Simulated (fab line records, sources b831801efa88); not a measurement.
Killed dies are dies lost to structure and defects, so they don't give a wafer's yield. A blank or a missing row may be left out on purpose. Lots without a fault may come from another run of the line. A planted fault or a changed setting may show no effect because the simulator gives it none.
fab line records | flow gf180mcu
record lots=12 wafers=36 last_day=34
route steps=602 shown VT_IMPLANT@116 CONTACT@309 M1@317
lots that met no fault: from a run of the same line without faults
start_h: hours from the record's first day to the start of the lot's first wafer shown | wait_h: hours since the lot's step before | " the same as in the row above | L1.1+2: a row that stands for several wafers | - no value, or no start given | * or withheld: withheld | < > ~ a bound
route shown NAME@n: a module of which the file shows steps, and the number in the route of the first | usual: mean/standard deviation of fault-free wafers | same: alike in all rows | chamber/n: place in a boat | sites: the reading at each site | _std_site: their standard deviation | _edge_site: outer sites' mean less inner sites' | radius_mm: how far each site lies from the wafer's centre | mask NAME#n: copy n | behind: the tool/chamber that last shaped the wafer | hold: why the lot was held/for how many hours/how that ended | device: the transistor (n, p or np) that didn't switch | end of line: the same wafers' tests at the end of the route | a step without rows: its recipe alone | killed: dies lost to structure and defects at the first sort, not the wafer's yield | map: a wafer's dies, x killed, . not, _ none there
set.NAME: the setting as run; set.NAME@STEP: as run at that earlier step | model.NAME: the simulator's own value behind a step, which no gauge read
steps of the route over a sample of lots; a table a step, a row a wafer
services: from which hour (start_h, from the record's first day; less than 0 if before it) a tool's chamber was out of use, for how many hours, and why
## steps
# step GF_VT_IMPLANT_EXPOSE_26
# recipe mask_id=LVPWELL_HV_AREA target_cd_nm=860 na=0.6 source_shape=conventional sigma_outer=0.6 dose_mj=140
# usual reticle_temp_C=22.98/0.097
# columns lot.wafer tool chamber start_h wait_h mask reticle_temp_C
L341.1 iline_stepper-02 0 139.16 - LVPWELL_HV_AREA#0 22.95
L341.3 " 0 " " LVPWELL_HV_AREA#0 23.07
L341.6 " 0 " " LVPWELL_HV_AREA#0 22.99
L342.1 iline_stepper-01 0 145.73 - LVPWELL_HV_AREA#0 23.13
L342.3 " 0 " " LVPWELL_HV_AREA#0 23.01
L342.4 " 0 " " LVPWELL_HV_AREA#0 23.14
L343.2 iline_stepper-02 0 153.47 - LVPWELL_HV_AREA#0 22.93
L343.4 " 0 " " LVPWELL_HV_AREA#0 23.02
L343.5 " 0 " " LVPWELL_HV_AREA#0 23.12
L346.1 iline_stepper-01 0 171.43 - LVPWELL_HV_AREA#0 22.93
L346.3 " 0 " " LVPWELL_HV_AREA#0 22.88
L346.4 " 0 " " LVPWELL_HV_AREA#0 22.80
L349.2 iline_stepper-01 0 191.20 - Nwell_LV_AREA#0 22.94
L349.4 " 0 " " Nwell_LV_AREA#0 23.00
L349.5 " 0 " " Nwell_LV_AREA#0 22.99
L351.1 iline_stepper-01 0 206.64 - LVPWELL_HV_AREA#0 23.05
L351.5 " 0 " " LVPWELL_HV_AREA#0 22.88
L351.6 " 0 " " LVPWELL_HV_AREA#0 23.03
L354.1 iline_stepper-02 0 226.92 - LVPWELL_HV_AREA#0 22.93
L354.3 " 0 " " LVPWELL_HV_AREA#0 22.91
L354.6 " 0 " " LVPWELL_HV_AREA#0 22.88
L355.1 iline_stepper-01 0 232.50 - LVPWELL_HV_AREA#0 22.78
L355.3 " 0 " " LVPWELL_HV_AREA#0 22.99
L355.6 " 0 " " LVPWELL_HV_AREA#0 22.85
L356.2 iline_stepper-02 0 236.87 - LVPWELL_HV_AREA#0 23.03
L356.4 " 0 " " LVPWELL_HV_AREA#0 23.07
L356.6 " 0 " " LVPWELL_HV_AREA#0 23.08
L358.2 iline_stepper-01 0 249.60 - LVPWELL_HV_AREA#0 22.75
L358.5 " 0 " " LVPWELL_HV_AREA#0 22.85
L358.6 " 0 " " LVPWELL_HV_AREA#0 22.87
L360.4 iline_stepper-02 0 263.27 - LVPWELL_HV_AREA#0 23.24
L360.5 " 0 " " LVPWELL_HV_AREA#0 23.20
L360.6 " 0 " " LVPWELL_HV_AREA#0 23.15
L361.2 iline_stepper-02 0 270.18 - LVPWELL_HV_AREA#0 22.81
L361.4 " 0 " " LVPWELL_HV_AREA#0 22.99
L361.6 " 0 " " LVPWELL_HV_AREA#0 23.01
# step GF_VT_IMPLANT_OVL_MEAS_29
# usual VT_IMPLANT_02_OVL=-1.1/1.7
# columns lot.wafer tool chamber start_h wait_h VT_IMPLANT_02_OVL[nm]
L341.1 overlay-01 - 147.01 0.1 -0.6
L341.3 " - " " -2.8
L341.6 " - " " -2.0
L342.1 overlay-02 - 153.56 0.1 -3.2
L342.3 " - " " -3.0
L342.4 " - " " -3.2
L343.2 overlay-01 - 161.34 0.1 -2.4
L343.4 " - " " -1.4
L343.5 " - " " -1.5
L346.1 overlay-01 - 179.61 0.1 -1.5
L346.3 " - " " 0.1
L346.4 " - " " 0.5
L349.2 overlay-02 - 199.54 0.1 -
L349.4 " - " " -
L349.5 " - " " -
L351.1 overlay-02 - 214.91 0.1 -3.3
L351.5 " - " " -3.4
L351.6 " - " " -3.2
L354.1 overlay-02 - 235.66 0.1 0.0
L354.3 " - " " -0.2
L354.6 " - " " 0.5
L355.1 overlay-02 - 241.43 0.1 -2.2
L355.3 " - " " -1.4
L355.6 " - " " 0.2
L356.2 overlay-02 - 245.92 0.1 2.9
L356.4 " - " " 2.0
L356.6 " - " " 1.0
L358.2 overlay-01 - 258.83 0.1 -0.9
L358.5 " - " " -1.4
L358.6 " - " " -1.5
L360.4 overlay-01 - 272.13 0.1 -3.5
L360.5 " - " " -4.0
L360.6 " - " " -2.5
L361.2 overlay-02 - 279.43 0.1 1.2
L361.4 " - " " 0.4
L361.6 " - " " 0.0
# step GF_VT_IMPLANT_TW_MEAS_32
# usual VT_IMPLANT_3_TW=269.6/2
# columns lot.wafer tool chamber start_h wait_h hold VT_IMPLANT_3_TW
L341.1 film_metro-01 - 147.29 0.1 - 271.4
L341.3 " - " " - 270.1
L341.6 " - " " - 270.6
L342.1 film_metro-03 - 153.84 0.1 - 269.7
L342.3 " - " " - 270.0
L342.4 " - " " - 268.8
L343.2 film_metro-03 - 161.63 0.1 - 271.2
L343.4 " - " " - 270.3
L343.5 " - " " - 270.0
L346.1 film_metro-03 - 179.89 0.1 - 271.1
L346.3 " - " " - 270.3
L346.4 " - " " - 272.4
L349.2 film_metro-02 - 199.83 0.1 await_dispo/0.2h/release 29.7
L349.4 " - " " await_dispo/0.2h/release 29.7
L349.5 " - " " await_dispo/0.2h/release 29.6
L349.2 film_metro-02 - 200.05 0.2 - 29.9
L349.4 " - " " - 29.6
L349.5 " - " " - 29.6
L351.1 film_metro-02 - 215.19 0.1 - 266.6
L351.5 " - " " - 266.5
L351.6 " - " " - 267.5
L354.1 film_metro-03 - 235.94 0.1 - 271.9
L354.3 " - " " - 271.6
L354.6 " - " " - 271.4
L355.1 film_metro-03 - 241.71 0.1 - 268.6
L355.3 " - " " - 269.8
L355.6 " - " " - 270.2
L356.2 film_metro-01 - 246.21 0.1 - 271.4
L356.4 " - " " - 270.1
L356.6 " - " " - 270.9
L358.2 film_metro-03 - 259.12 0.1 - 270.3
L358.5 " - " " - 270.9
L358.6 " - " " - 269.7
L360.4 film_metro-01 - 272.43 0.1 - 270.0
L360.5 " - " " - 270.7
L360.6 " - " " - 270.3
L361.2 film_metro-03 - 279.72 0.1 - 270.4
L361.4 " - " " - 270.4
L361.6 " - " " - 273.5
# step GF_CONTACT_SPUTTER_22
# recipe material=Ti target_thk_nm=15 chamber_pressure_pa=5 power_w=2500 substrate_temp_c=200 time_s=80.02
# usual throttle_valve_pct=30.0/0.72
# columns lot.wafer tool chamber start_h wait_h throttle_valve_pct
L341.1 pvd_sputter-04 - 370.35 0.0 30.1
L341.3 " - " " 31.6
L341.6 " - " " 31.4
L342.1 pvd_sputter-03 - 377.40 0.0 30.0
L342.3 " - " " 29.6
L342.4 " - " " 29.2
L343.2 pvd_sputter-02 - 393.64 0.0 30.4
L343.4 " - " " 30.1
L343.5 " - " " 28.5
L346.1 pvd_sputter-02 - 417.93 0.0 30.2
L346.3 " - " " 28.1
L346.4 " - " " 30.3
L351.1 pvd_sputter-02 - 463.13 0.0 30.4
L351.5 " - " " 30.1
L351.6 " - " " 30.2
L354.1 pvd_sputter-02 - 492.70 0.0 30.5
L354.3 " - " " 30.1
L354.6 " - " " 28.5
L355.1 pvd_sputter-04 - 503.91 0.0 29.4
L355.3 " - " " 30.1
L355.6 " - " " 29.4
L356.2 pvd_sputter-04 - 504.26 0.0 30.4
L356.4 " - " " 30.0
L356.6 " - " " 29.4
L358.2 pvd_sputter-02 - 524.02 0.0 30.5
L358.5 " - " " 30.4
L358.6 " - " " 30.0
L360.4 pvd_sputter-04 - 534.87 0.0 31.4
L360.5 " - " " 30.6
L360.6 " - " " 30.0
L361.2 pvd_sputter-02 - 545.20 0.0 30.2
L361.4 " - " " 30.4
L361.6 " - " " 30.4
# step GF_CONTACT_SPUTTER_23
# recipe material=TiN target_thk_nm=10 chamber_pressure_pa=5 power_w=4000 time_s=40
# usual throttle_valve_pct=30.0/0.7
# columns lot.wafer tool chamber start_h wait_h throttle_valve_pct
L341.1 pvd_sputter-04 - 370.41 0.0 30.0
L341.3 " - " " 31.4
L341.6 " - " " 31.4
L342.1 pvd_sputter-03 - 377.46 0.0 30.0
L342.3 " - " " 29.5
L342.4 " - " " 29.6
L343.2 pvd_sputter-02 - 393.70 0.0 30.6
L343.4 " - " " 30.2
L343.5 " - " " 28.5
L346.1 pvd_sputter-02 - 417.99 0.0 30.1
L346.3 " - " " 28.4
L346.4 " - " " 30.6
L351.1 pvd_sputter-02 - 463.19 0.0 30.3
L351.5 " - " " 30.0
L351.6 " - " " 30.3
L354.1 pvd_sputter-02 - 492.76 0.0 30.4
L354.3 " - " " 30.2
L354.6 " - " " 28.7
L355.1 pvd_sputter-04 - 503.97 0.0 29.7
L355.3 " - " " 29.9
L355.6 " - " " 29.5
L356.2 pvd_sputter-04 - 504.32 0.0 30.6
L356.4 " - " " 29.7
L356.6 " - " " 29.5
L358.2 pvd_sputter-02 - 524.08 0.0 30.5
L358.5 " - " " 30.2
L358.6 " - " " 30.4
L360.4 pvd_sputter-04 - 534.92 0.0 31.4
L360.5 " - " " 30.5
L360.6 " - " " 29.8
L361.2 pvd_sputter-02 - 545.26 0.0 29.9
L361.4 " - " " 30.6
L361.6 " - " " 30.3
# step GF_M1_SPUTTER_02
# recipe material=AlCu target_thk_nm=450 power_w=10600 time_s=23.9 chamber_pressure_pa=0.4
# usual throttle_valve_pct=29.8/0.76
# columns lot.wafer tool chamber start_h wait_h throttle_valve_pct
L341.1 pvd_sputter-03 - 371.16 0.0 29.3
L341.3 " - " " 29.8
L341.6 " - " " 30.0
L342.1 pvd_sputter-01 - 378.21 0.0 29.5
L342.3 " - " " 28.9
L342.4 " - " " 31.1
L343.2 pvd_sputter-03 - 394.45 0.0 30.2
L343.4 " - " " 29.9
L343.5 " - " " 29.5
L346.1 pvd_sputter-01 - 418.75 0.0 29.3
L346.3 " - " " 28.9
L346.4 " - " " 28.6
L351.1 pvd_sputter-03 - 463.94 0.0 29.8
L351.5 " - " " 29.8
L351.6 " - " " 29.9
L354.1 pvd_sputter-01 - 493.61 0.0 29.6
L354.3 " - " " 31.3
L354.6 " - " " 29.4
L355.1 pvd_sputter-01 - 504.72 0.0 28.8
L355.3 " - " " 30.9
L355.6 " - " " 28.6
L356.2 pvd_sputter-03 - 505.15 0.0 29.9
L356.4 " - " " 29.3
L356.6 " - " " 29.5
L358.2 pvd_sputter-03 - 524.83 0.0 29.4
L358.5 " - " " 30.3
L358.6 " - " " 29.8
L360.4 pvd_sputter-03 - 535.65 0.0 29.6
L360.5 " - " " 29.4
L360.6 " - " " 30.0
L361.2 pvd_sputter-03 - 546.01 0.0 29.9
L361.4 " - " " 29.8
L361.6 " - " " 29.9
## services
# columns tool chamber start_h hours kind
iline_stepper-01 - 115.78 4.4 pm
pvd_sputter-02 - 140.52 0.7 repair
pvd_sputter-03 - 150.95 1.6 repair
iline_stepper-02 - 190.87 1.5 repair
pvd_sputter-02 - 213.47 1.1 repair
iline_stepper-01 - 225.82 1.7 pm
pvd_sputter-04 - 230.98 5.2 repair
iline_stepper-02 - 249.36 1.7 pm
iline_stepper-01 - 317.27 2.1 pm
pvd_sputter-01 - 332.76 7.7 repair
iline_stepper-01 - 333.82 2.6 repair
pvd_sputter-04 - 412.64 0.9 repair
pvd_sputter-04 - 433.38 6.4 repair
pvd_sputter-04 - 435.83 1.0 repair
iline_stepper-01 - 444.00 1.7 pm
iline_stepper-02 - 452.56 4.4 pm
iline_stepper-02 - 467.54 1.7 pm
pvd_sputter-03 - 483.64 0.6 repair
iline_stepper-02 - 488.49 1.3 repair
iline_stepper-01 - 492.79 4.5 repair
pvd_sputter-02 - 503.34 14.5 repair
pvd_sputter-03 - 509.36 3.0 repair
iline_stepper-02 - 518.00 4.1 repair
pvd_sputter-02 - 529.19 1.9 repair
## key
first_sign step=GF_VT_IMPLANT_EXPOSE_26 reading=mask direction=changed
effect step=GF_VT_IMPLANT_OVL_MEAS_29 reading=VT_IMPLANT_02_OVL direction=missing
effect step=GF_VT_IMPLANT_TW_MEAS_32 reading=visit direction=added
effect step=GF_VT_IMPLANT_TW_MEAS_32 reading=VT_IMPLANT_3_TW direction=down sigmas=99+ usual=269.6 struck=29.7
met_at GF_VT_IMPLANT_EXPOSE_26
struck_lots L349
scrapped_behind GF_VT_IMPLANT_TW_MEAS_32 L349.2,L349.4,L349.5
not_acting_at GF_CONTACT_SPUTTER_22,GF_CONTACT_SPUTTER_23,GF_M1_SPUTTER_02
onset_between 171.43 191.20
fault kind=wrong_mask tool=any chamber=- onset_h=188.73 steps=GF_VT_IMPLANT_EXPOSE_26 aux_copy=Nwell_LV_AREA#0 scope=struck_lots_only
